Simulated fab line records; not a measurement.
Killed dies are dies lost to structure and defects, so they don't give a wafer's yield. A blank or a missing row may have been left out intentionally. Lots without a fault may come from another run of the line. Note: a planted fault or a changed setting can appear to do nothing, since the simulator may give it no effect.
Comparing a struck lot with a sound one -- flow sky130 -- 17 out of 708 route steps
Sound: wafers L608.3, L608.5, L608.6. Wafers L611.4, L611.5, L611.6 were the ones struck. The cause is given at the end.
Each step with rows lists, per side, the tool, then ch with its chambers, then its first start. Under that, the readings that differ: sound wafers -- struck wafers -- difference of the means -- sigmas: that difference in standard deviations of wafers without a fault.
alike: readings with means less than 2 such deviations apart, plus words and numbers identical on both sides. not compared: withheld readings, readings lacking a value on some wafer, bounds such as >300 that could conceal the same value, and numbers that have no deviation in the record and whose values overlap.
Wherever a step has rows on one side only, a row that says differs or no value, or a row with sigmas, the two part there. Numbers that have no deviation but don't overlap get no sigmas and don't part them. A reading missing from all wafers of one side parts the sides only when that side holds two or more wafers.

first, 1 step without rows for these wafers: SKY_VT_ADJUST_NCORE_IMPLANT_09.
SKY_VT_ADJUST_NCORE_STRIP_10: strips in O2/N2.
  sound on plasma asher-01 ch 0,1, day 10 05:11; struck on plasma asher-02 ch 0,1, day 11 03:50
reading,sound,struck,difference,sigmas
strip time to endpoint s (s),14.13 14.17 14.13,14.23 14.23 14.20,+0.08,+2
  alike: drypump motor current A, oes product au
  not compared: rf hours counter h
SKY_VT_ADJUST_NCORE_TW_MEAS_11:
  struck on film metro-02, day 11 03:56; sound on film metro-02, day 10 05:16
  alike: VT_ADJUST_NCORE_TW
then, 7 steps without rows for these wafers: SKY_VT_ADJUST_HVTR_DEHYDRATE_00 (time 60 s); SKY_VT_ADJUST_HVTR_HMDS_01 (prime time 60 s); SKY_VT_ADJUST_HVTR_COAT_02 (resist thk 1140 nm); SKY_VT_ADJUST_HVTR_SOFTBAKE_03 (time 60 s); SKY_VT_ADJUST_HVTR_EXPOSE_04 (exposes mask HVTRM, target cd 380 nm); SKY_VT_ADJUST_HVTR_PEB_05; SKY_VT_ADJUST_HVTR_DEVELOP_06 (develop time 60 s).
SKY_VT_ADJUST_HVTR_CD_MEAS_07: the cd target is 380 nm.
  struck on cd sem-02, day 12 03:56; sound on cd sem-01, day 11 03:32
  alike: cd nm
SKY_VT_ADJUST_HVTR_OVL_MEAS_08:
  struck on overlay-01, day 12 04:01; sound on overlay-02, day 11 03:38
  alike: VT_ADJUST_HVTR_OVL
SKY_VT_ADJUST_HVTR_IMPLANT_09:
  sound on implanter-02 ch 0, day 11 03:43; struck on implanter-02 ch 0, day 12 04:43
  alike: end station pressure torr
SKY_VT_ADJUST_HVTR_STRIP_10: strips in O2/N2.
  sound on plasma asher-03 ch 0,1, day 11 03:50; struck on plasma asher-02 ch 0,1, day 12 04:50
  alike: drypump motor current A, oes product au, strip time to endpoint s
  not compared: rf hours counter h
SKY_VT_ADJUST_HVTR_TW_MEAS_11:
  struck on film metro-04, day 12 04:56; sound on film metro-01, day 11 03:56
reading,sound,struck,difference,sigmas
VT_ADJUST_HVTR_TW,208.4 206.8 206.6,262.1 260.7 260.8,+53.9,+19
then, 1 step without rows for these wafers: SKY_VT_ADJUST_PCH_DEHYDRATE_00 (time 60 s).
-- record jumps: 36 days separate the struck wafers' starts on either side; left off in module VT_ADJUST_PCH, taken up again in module PAD_OPEN, whose first shown step is the route's number 708 --
SKY_PAD_OPEN_PROBE_99:
  struck on prober-01, day 48 09:18; sound on prober-01, day 48 02:37
reading,sound,struck,difference,sigmas
model.etest.pfet_01v8_mvt.drive ua um,159 154.9 155.7,204.1 206.8 202.2,+47.8,
model.etest.pfet_01v8_mvt.off log10 a um,-9.938 -10.06 -10.11,-5.981 -5.735 -5.841,+4.184,
model.etest.pfet_01v8_mvt.vt sat v (V),-0.51 -0.5224 -0.5169,-0.0352 -0.02754 -0.0347,+0.4840,
model.etest.pfet_01v8_mvt.vt v (V),-0.6053 -0.6157 -0.6103,-0.1917 -0.1901 -0.191,+0.4195,
model.etest.pfet_01v8_mvt.vt long v (V),-0.8249 -0.8296 -0.8274,-0.4665 -0.4735 -0.4711,+0.3569,
model.etest.pfet_01v8_mvt.body rise v (V),-0.1965 -0.197 -0.1983,-0.2469 -0.245 -0.246,-0.0487,
  alike: killed_at_M0_to_M3, killed_at_M4_up, killed at contacts, killed at front end, killed at other, killed dies, killed open, killed short

== WHERE THEY PART ==
Last at SKY_VT_ADJUST_HVTR_TW_MEAS_11 as far as this record goes, first at SKY_VT_ADJUST_NCORE_STRIP_10. Later steps at which nothing parts them and some readings are alike: SKY_PAD_OPEN_PROBE_99.

WHY: what had been put in by the simulator
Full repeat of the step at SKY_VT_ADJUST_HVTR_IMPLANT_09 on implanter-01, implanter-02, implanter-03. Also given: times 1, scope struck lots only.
